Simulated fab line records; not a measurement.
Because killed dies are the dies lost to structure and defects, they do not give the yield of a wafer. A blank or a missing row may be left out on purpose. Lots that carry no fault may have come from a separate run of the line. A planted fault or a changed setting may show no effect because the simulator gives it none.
Split-lot study ; flow sky130 ; route with 708 steps; 5 lots, 23 wafers read

## THE SPLIT ITSELF
At SKY_LI_CONTACT_SPUTTER_20 (material TiN, target thk 20 nm, time 80 s), the setting power w was moved away from the recipe's 4000 W on 7 of the 23 wafers read, by +5.5% to +9.5%. For the rest of the wafers, this setting stayed at what the recipe calls for.

The reading is taken at the split's own step.

## THE READING
TiN_of_LI_CONTACT_SPUTTER_20.thk nm (the simulator's own value, which no gauge read), in nm, at SKY_LI_CONTACT_SPUTTER_20 (material TiN, target thk 20 nm, time 80 s). There is no usual value for it anywhere in the file. Average 20.06 nm, standard deviation 0.24 nm, over the 16 wafers here run with the recipe.

wafer;tool, chamber at the split;power w as run, W;against the recipe;TiN_of_LI_CONTACT_SPUTTER_20.thk nm, nm;against lot-mates on the recipe
L074.1;pvd sputter-04, -;4220;+5.5%;21.3;+1.09
L074.2;pvd sputter-04, -;4000;recipe;20.35;-
L074.4;pvd sputter-04, -;4220;+5.5%;21.24;+1.03
L074.5;pvd sputter-04, -;4000;recipe;20.25;-
L074.6;pvd sputter-04, -;4000;recipe;20.04;-
L078.1;pvd sputter-01, -;4381;+9.5%;22.07;+2.23
L078.2;pvd sputter-01, -;4000;recipe;19.94;-
L078.3;pvd sputter-01, -;4381;+9.5%;21.52;+1.68
L078.5;pvd sputter-01, -;4381;+9.5%;21.74;+1.90
L078.6;pvd sputter-01, -;4000;recipe;19.74;-
L079.1;pvd sputter-04, -;4000;recipe;19.61;-
L079.4;pvd sputter-04, -;4000;recipe;19.81;-
L079.5;pvd sputter-04, -;4000;recipe;19.77;-
L080.1;pvd sputter-04, -;4000;recipe;20.26;-
L080.2;pvd sputter-04, -;4000;recipe;20.35;-
L080.4;pvd sputter-04, -;4000;recipe;20.23;-
L080.5;pvd sputter-04, -;4000;recipe;20.28;-
L080.6;pvd sputter-04, -;4000;recipe;20.31;-
L082.2;pvd sputter-03, -;4220;+5.5%;21.41;+1.40
L082.3;pvd sputter-03, -;4000;recipe;19.82;-
L082.4;pvd sputter-03, -;4000;recipe;20.18;-
L082.5;pvd sputter-03, -;4220;+5.5%;21.35;+1.34
L082.6;pvd sputter-03, -;4000;recipe;20.03;-

FIT RESULTS
A straight line over all 23 wafers: TiN_of_LI_CONTACT_SPUTTER_20.thk nm changes by +0.193 nm for each +1% of power w; r = +0.94; the points scatter about the line by 0.25 nm.
The same after taking each lot's own level away (the mean of its wafers on the recipe; 23 wafers): +0.208 nm for each +1%; r = +0.98; scatter 0.15 nm.
That fit puts the effect of the largest move of power w on the reading at 2 nm.
Measured against the standard deviation above, the lots' own levels, which go from 19.730 to 20.286 nm, span 2.3 times it.
Consequently the slope shifts little with the lot-to-lot level, the two slopes agreeing.
Check: +1.91 nm against its lot-mates is what the line predicts for one of the wafers moved furthest among these (+9.5%) when that wafer is left out of the fit. It came out at +2.23 nm against them.

## THESE WAFERS: OTHER SPLITS
These wafers also went through other splits before the reading. Each is held against what the fit with the lots' levels taken away leaves over:
other split on the same wafers;wafers away from the commonest value;r with TiN_of_LI_CONTACT_SPUTTER_20.thk nm (lot level and that fit taken away)
SKY_LDD_HVN_COAT_02 resist thk nm;8;-0.01
SKY_LDD_HVN_IMPLANT_08 dose cm2;11;+0.03
SKY_LDD_LDN_IMPLANT_10 energy kev;10;-0.03
SKY_SD_P_IMPLANT_09 dose cm2;10;-0.18
SKY_RES_XHIGH_COAT_02 spin rpm;4;-0.33
SKY_RES_XHIGH_DEVELOP_06 develop time s;6;+0.01
SKY_SD_N_IMPLANT_10 energy kev;10;-0.33
SKY_LI_CONTACT_HDPCVD_00 time s;7;+0.07

## THE FILE'S OWN FIT
TiN_of_LI_CONTACT_SPUTTER_20.thk nm changes by +0.21 nm for each +1% of power w, r = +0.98.
